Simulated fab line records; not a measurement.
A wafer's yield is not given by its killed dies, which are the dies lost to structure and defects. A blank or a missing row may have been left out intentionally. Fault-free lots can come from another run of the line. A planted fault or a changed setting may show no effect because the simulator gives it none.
Comparing a struck lot with a sound one ; flow sky130 ; 14 steps out of a route of 708
Sound: these wafers, L517.1, L517.2, L517.6. Struck: wafer L519.5 (left out: L519.4, L519.6 of the same lot, which were not struck); the cause appears at the end.
At each step with rows: each side's tool, then ch and its chambers, then its first start. Under that, the readings that differ: sound wafers ; struck wafers ; difference of the means ; sigmas: that difference in standard deviations of wafers without a fault.
alike: same words and numbers on both sides, and readings whose means sit less than 2 such deviations apart. not compared: any withheld reading, any reading some wafer has no value for, any bound like >300 that may hide the same value, and any number with overlapping values for which the record gives no deviation.
The two part at a step that has a row with sigmas, a row that says differs or no value, or rows on one side only. Numbers that don't overlap but have no deviation are shown without sigmas and don't part them. Lack of a reading on every wafer of one side parts them only where that side has two or more wafers.

first, 2 steps without rows for these wafers: SKY_LDD_LDN_PEB_05; SKY_LDD_LDN_DEVELOP_06 (develop time 60 s).
SKY_LDD_LDN_OVL_MEAS_07:
  sound on overlay-02, day 24 08:31; struck on overlay-02, day 25 01:50
  alike: LDD_LDN_OVL
then, 4 steps without rows for these wafers: SKY_LDD_LDN_IMPLANT_08; SKY_LDD_LDN_IMPLANT_09; SKY_LDD_LDN_IMPLANT_10; SKY_LDD_LDN_IMPLANT_11.
SKY_LDD_LDN_STRIP_12: strips in O2/N2.
  sound on plasma asher-01 ch 0,1, day 24 09:09; struck on plasma asher-03 ch 0, day 25 02:29
  alike: drypump motor current A, oes product au, strip time to endpoint s
  not compared: rf hours counter h
SKY_LDD_LDN_TW_MEAS_13:
  sound on film metro-01, day 24 09:15; struck on film metro-01, day 25 02:36
  alike: LDD_LDN_TW
then, 2 steps without rows for these wafers: SKY_LDD_LDN_CLEAN_14 (cleans in SC1/SC2, time 150 s); SKY_SPACER_CVD_00 (deposits Si3N4 from DCS/NH3, target thk 43.1 nm, time 740 s).
SKY_SPACER_THK_MEAS_01:
  sound on film metro-01, day 24 10:46; struck on film metro-03, day 25 04:28
  alike: SPACER_CVD_00_THK
SKY_SPACER_ETCHBACK_02: etches Si3N4 in CH3F/O2, stops on SiO2, time 46.7 s, target depth 45 nm.
  sound on rie diel-01 ch 0,2,3, day 24 10:50; struck on rie diel-01 ch 2, day 25 04:31
reading;sound;struck;difference;sigmas
model.SiO2_of_SONOS_ONO_CVD_04.thk nm (nm);4.173 4.16 4.132;0;-4;
  alike: ch3f flow sccm, drypump motor current A, oes product au, throttle valve pct
  not compared: rf hours counter h
then, 1 step without rows for these wafers: SKY_POLY_CUT_DEHYDRATE_00 (time 60 s).

## WHERE THEY PART
Nowhere in this record.

WHY: what the simulator had put in
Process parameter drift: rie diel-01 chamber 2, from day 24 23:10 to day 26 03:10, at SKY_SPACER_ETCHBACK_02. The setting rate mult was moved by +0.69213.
